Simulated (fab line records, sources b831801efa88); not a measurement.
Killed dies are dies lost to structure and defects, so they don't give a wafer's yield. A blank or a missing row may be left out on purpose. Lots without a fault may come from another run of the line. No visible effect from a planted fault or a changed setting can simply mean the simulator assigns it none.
The tool behind it: which one? | flow sky130 | 12 lots, 36 wafers sampled, at 1 step of a route of 708

## WHAT THE GAUGES SHOWED, per wafer
SKY_VIA2_OVL_MEAS_13.
lot  | measured     | on         | VIA2_OVL (nm)
L075 | day 36 18:34 | overlay-01 | -2 -3 -9
L078 | day 37 11:52 | overlay-02 | 2 5 -2
L079 | day 38 08:32 | overlay-02 | 0 -2 -4
L081 | day 38 20:56 | overlay-01 | 8 -5 3
L083 | day 39 03:49 | overlay-02 | -4 4 -18
L085 | day 39 22:42 | overlay-02 | -8 0 5
L087 | day 40 11:05 | overlay-01 | 4 -2 1
L089 | day 41 06:44 | overlay-01 | -6 1 -5
L090 | day 41 16:29 | overlay-01 | 3 1 1
L093 | day 42 12:39 | overlay-02 | 0 0 2
L097 | day 43 07:08 | overlay-01 | -3 6 -1
L096 | day 43 11:02 | overlay-02 | 0 5 -1

## WHAT TOOL EACH LOT RAN ON (gives the tool, then ch and the chambers of the sampled wafers, and finally the start)
The record shows no process step preceding these readings.

## THE ANSWER, worked out from the rows above alone
Rule: usual is defined by the lots themselves. Put in order of their means at a reading, lots are off if they are a third of the lots or fewer, leave a main group of 4 or more, and stand apart from it by a gap of 3 or more times the standard deviation of the main group's means; of several such gaps the widest counts. If all means in a main group match to the digits the tables above print for the reading, that group is not used. Also off: a lot with no number at a reading for which 4 or more lots have one. The other lots that the step has rows for count as sound.
No lot is off on any of the readings shown, so nothing can be concluded from this.

## WHAT HAD BEEN PUT IN BY THE SIMULATOR
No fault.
